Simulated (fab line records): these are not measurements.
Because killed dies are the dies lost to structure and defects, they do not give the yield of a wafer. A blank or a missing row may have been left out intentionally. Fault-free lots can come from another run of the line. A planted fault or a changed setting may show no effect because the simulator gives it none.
Struck lot and sound lot, side by side :: flow sky130 :: 43 steps out of a route of 708
Sound: wafers L196.1, L196.4, L196.5. Struck: wafer L206.4. (L206.5 of the same lot was not struck and is left out.) The cause comes at the end.
For every step that has rows: the tool of each side, followed by ch and its chambers, followed by its first start. Under that, the readings that differ: sound wafers :: struck wafers :: difference of the means :: sigmas: that difference in standard deviations of wafers without a fault.
alike: same words and numbers on both sides, and readings whose means sit less than 2 such deviations apart. not compared: any withheld reading, any reading some wafer has no value for, any bound like >300 that may hide the same value, and any number with overlapping values for which the record gives no deviation.
Wherever a step has rows on one side only, a row that says differs or no value, or a row with sigmas, the two part there. Numbers that don't overlap but have no deviation are shown without sigmas and don't part them. Lack of a reading on every wafer of one side parts them only where that side has two or more wafers.

SKY_POLY_CUT_ETCH_10: etches BARC in N2/H2, stops on SiO2, time 45.9 s, target depth 60 nm.
  sound on rie_diel-04 ch 1,2,3, day 24 21:58; struck on rie_diel-02 ch 2, day 28 13:26
  alike: drypump_motor_current_A, h2_flow_sccm, n2_flow_sccm, oes_product_au, throttle_valve_pct
  not compared: rf_hours_counter_h
SKY_POLY_CUT_ETCH_11: etches Si3N4 in CF4/CH2F2/Ar, stops on poly-Si, time 42.5 s, target depth 60 nm.
  sound on rie_diel-04 ch 1,2,3, day 24 22:00; struck on rie_diel-02 ch 2, day 28 13:29
  alike: drypump_motor_current_A, oes_product_au, throttle_valve_pct
  not compared: rf_hours_counter_h
SKY_POLY_CUT_STRIP_12: strips in O2/N2.
  sound on plasma_asher-02 ch 0,1, day 24 22:02; struck on plasma_asher-03 ch 1, day 28 13:33
  alike: drypump_motor_current_A, n2_flow_sccm, oes_product_au, strip_time_to_endpoint_s
  not compared: rf_hours_counter_h
then, 7 steps without rows for these wafers: SKY_SD_P_DEHYDRATE_00 (time 60 s); SKY_SD_P_HMDS_01 (prime time 60 s); SKY_SD_P_COAT_02 (resist thk 1140 nm); SKY_SD_P_SOFTBAKE_03 (time 60 s); SKY_SD_P_EXPOSE_04 (exposes mask PSDM, target cd 380 nm); SKY_SD_P_PEB_05; SKY_SD_P_DEVELOP_06 (develop time 60 s).
SKY_SD_P_CD_MEAS_07: target cd 380 nm.
  sound on cd_sem-02, day 26 02:13; struck on cd_sem-01, day 29 18:23
reading: cd_nm (nm)
sound: 375 374 374
struck: 384
difference: +10
sigmas: +3
SKY_SD_P_OVL_MEAS_08:
  sound on overlay-02, day 26 02:20; struck on overlay-02, day 29 18:28
  alike: SD_P_OVL
SKY_SD_P_IMPLANT_09:
  sound on implanter-04 ch 0, day 26 02:22; struck on implanter-04 ch 0, day 29 18:34
SKY_SD_P_STRIP_10: strips in O2/N2.
  sound on plasma_asher-02 ch 0, day 26 02:31; struck on plasma_asher-02 ch 0, day 29 18:40
reading: oes_product_au (a.u.)
sound: 0.616 0.616 0.617
struck: 0.624
difference: +0.008
sigmas: +2

reading: strip_time_to_endpoint_s (s)
sound: 17.56 17.51 17.55
struck: 17.25
difference: -0.29
sigmas: -7
  alike: drypump_motor_current_A, n2_flow_sccm
  not compared: rf_hours_counter_h
SKY_SD_P_TW_MEAS_11:
  sound on film_metro-04, day 26 02:37; struck on film_metro-04, day 29 18:46
reading: SD_P_TW
sound: 2836 2839 2841
struck: 2774
difference: -65
sigmas: -2
then, 8 steps without rows for these wafers: SKY_RES_XHIGH_DEHYDRATE_00 (time 60 s); SKY_RES_XHIGH_HMDS_01 (prime time 60 s); SKY_RES_XHIGH_COAT_02 (resist thk 1140 nm); SKY_RES_XHIGH_SOFTBAKE_03 (time 60 s); SKY_RES_XHIGH_EXPOSE_04 (exposes mask URPM, target cd 1270 nm); SKY_RES_XHIGH_PEB_05; SKY_RES_XHIGH_DEVELOP_06 (develop time 60 s); SKY_RES_XHIGH_IMPLANT_07.
SKY_RES_XHIGH_STRIP_08: strips in O2/N2.
  sound on plasma_asher-03 ch 0,1, day 27 07:00; struck on plasma_asher-01 ch 1, day 30 23:20
  alike: drypump_motor_current_A, n2_flow_sccm, oes_product_au, strip_time_to_endpoint_s
  not compared: rf_hours_counter_h
SKY_RES_XHIGH_TW_MEAS_09:
  sound on film_metro-01, day 27 07:08; struck on film_metro-01, day 30 23:25
  alike: RES_XHIGH_TW
then, 7 steps without rows for these wafers: SKY_SD_N_DEHYDRATE_00 (time 60 s); SKY_SD_N_HMDS_01 (prime time 60 s); SKY_SD_N_COAT_02 (resist thk 1140 nm); SKY_SD_N_SOFTBAKE_03 (time 60 s); SKY_SD_N_EXPOSE_04 (exposes mask NSDM, target cd 380 nm); SKY_SD_N_PEB_05; SKY_SD_N_DEVELOP_06 (develop time 60 s).
SKY_SD_N_CD_MEAS_07: target cd 380 nm.
  sound on cd_sem-02, day 28 12:20; struck on cd_sem-01, day 32 03:17
  alike: cd_nm
SKY_SD_N_OVL_MEAS_08:
  sound on overlay-02, day 28 12:28; struck on overlay-01, day 32 03:22
  alike: SD_N_OVL
then, 2 steps without rows for these wafers: SKY_SD_N_IMPLANT_09; SKY_SD_N_IMPLANT_10.
SKY_SD_N_STRIP_11: strips in O2/N2.
  sound on plasma_asher-03 ch 0,1, day 28 12:48; struck on plasma_asher-04 ch 0, day 32 03:43
reading: strip_time_to_endpoint_s (s)
sound: 22.46 22.47 22.48
struck: 22.57
difference: +0.10
sigmas: +3
  alike: drypump_motor_current_A, n2_flow_sccm, oes_product_au
  not compared: rf_hours_counter_h
SKY_SD_N_TW_MEAS_12:
  sound on film_metro-02, day 28 12:54; struck on film_metro-01, day 32 03:49
  alike: SD_N_TW
then, 2 steps without rows for these wafers: SKY_SD_N_CLEAN_13 (cleans in SC1/SC2, time 150 s); SKY_SD_N_RTA_14 (time 2 s).
SKY_SD_N_RS_MEAS_16: a four-point-probe measurement.
  sound on film_metro-02, day 28 13:11; struck on film_metro-04, day 32 04:08
  alike: SD_N_RS
SKY_SD_N_RS_MEAS_17: a four-point-probe measurement.
  sound on film_metro-02, day 28 13:18; struck on film_metro-04, day 32 04:15
reading: SD_P_RS (ohm/sq)
sound: 147.2 146.9 147.3
struck: 148.4
difference: +1.3
sigmas: +3
-- record jumps: 17 days separate the struck wafers' starts on either side; left off in module SD_N, taken up again in module PAD_OPEN, whose first shown step is the route's number 708 --
SKY_PAD_OPEN_PROBE_99:
  sound on prober-02, day 46 11:51; struck on prober-01, day 49 00:01
reading: model.etest.res_high_po.line_ohm_um
sound: 763.1 762.7 739.4
struck: 882.1
difference: +127.0
sigmas: 

reading: model.etest.licon_high_po.rc_ohm
sound: 349.1 361.9 354.5
struck: 469.9
difference: +114.7
sigmas: 

reading: model.etest.res_pdiff.line_ohm_um
sound: 1302 1354 1330
struck: 1429
difference: +100
sigmas: 

reading: model.etest.res_high_po.rs_ohm_sq
sound: 260.3 269.3 258.3
struck: 306.6
difference: +44.0
sigmas: 

reading: model.etest.licon_pdiff.rc_ohm
sound: 586.4 569 593.7
struck: 616.3
difference: +33.3
sigmas: 

reading: model.etest.res_high_po.rs_ohm_sq_range
sound: 6.592 5.445 8.849
struck: 41.97
difference: +35.01
sigmas: 

reading: model.etest.res_high_po.rs_ohm_sq_rim_less_centre
sound: 2.309 0.9924 6.817
struck: -24.41
difference: -27.78
sigmas: 

reading: model.etest.res_pdiff_hv.rs_ohm_sq
sound: 190.9 193.5 192.4
struck: 199.4
difference: +7.1
sigmas: 
  alike: killed_at_M0_to_M3, killed_at_M4_up, killed_at_contacts, killed_at_front_end, killed_at_other, killed_dies, killed_open, killed_short

WHERE THEY PART
Earliest at SKY_SD_P_CD_MEAS_07; latest, in this record, at SKY_SD_N_RS_MEAS_17. Later steps at which nothing parts them and some readings are alike: SKY_PAD_OPEN_PROBE_99.

WHY: what the simulator had put in
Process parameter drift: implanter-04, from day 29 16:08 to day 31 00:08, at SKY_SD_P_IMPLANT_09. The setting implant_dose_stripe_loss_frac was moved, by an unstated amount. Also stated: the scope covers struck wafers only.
